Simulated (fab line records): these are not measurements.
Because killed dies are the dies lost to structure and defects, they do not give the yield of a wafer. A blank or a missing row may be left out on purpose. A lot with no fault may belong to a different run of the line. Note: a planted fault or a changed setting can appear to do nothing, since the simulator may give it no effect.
Chamber matching    flow gf180mcu    GF_V5_ETCH_16 on rieDiel-04: 4 sister chambers
The step etches BARC in N2/H2. 4 wafers are shown with their chamber, then 9 later ones without.

## WAFERS, EACH WITH ITS CHAMBER
wafer   chamber  drypumpMotorCurrentA (A)
L115.2  1        6.1
L115.5  2        6.3
L118.1  3        5.2
L118.5  0        5.5

## WAFERS MISSING THEIR CHAMBER
wafer   drypumpMotorCurrentA (A)
L120.2  6.1
L120.4  6.3
L120.5  6.1
L126.1  5.2
L126.4  5.4
L126.6  5.2
L129.2  6.1
L129.5  5.2
L129.6  5.4

## EACH ONE'S CHAMBER
wafer   from the rows above  in truth
L120.2  1                    1
L120.4  2                    2
L120.5  1                    1
L126.1  3                    3
L126.4  0                    0
L126.6  3                    3
L129.2  1                    1
L129.5  3                    3
L129.6  0                    0
9 of 9 placed correctly. From these rows, 0 cannot be placed. Number placed wrongly: 0.
How it was worked out, from the rows above alone: a wafer's distance from a chamber is the root of the sum, over the readings, of the square of ((its reading less the chamber's mean) divided by the reading's scatter). The wafer belongs to the nearest chamber; if the next one is less than 2 further off, it can't be placed. The mean given for a chamber averages the wafers shown for that chamber. The scatter: with one shown wafer a chamber, the root of the mean of the squares of how far each hidden wafer lies from its nearest shown one.
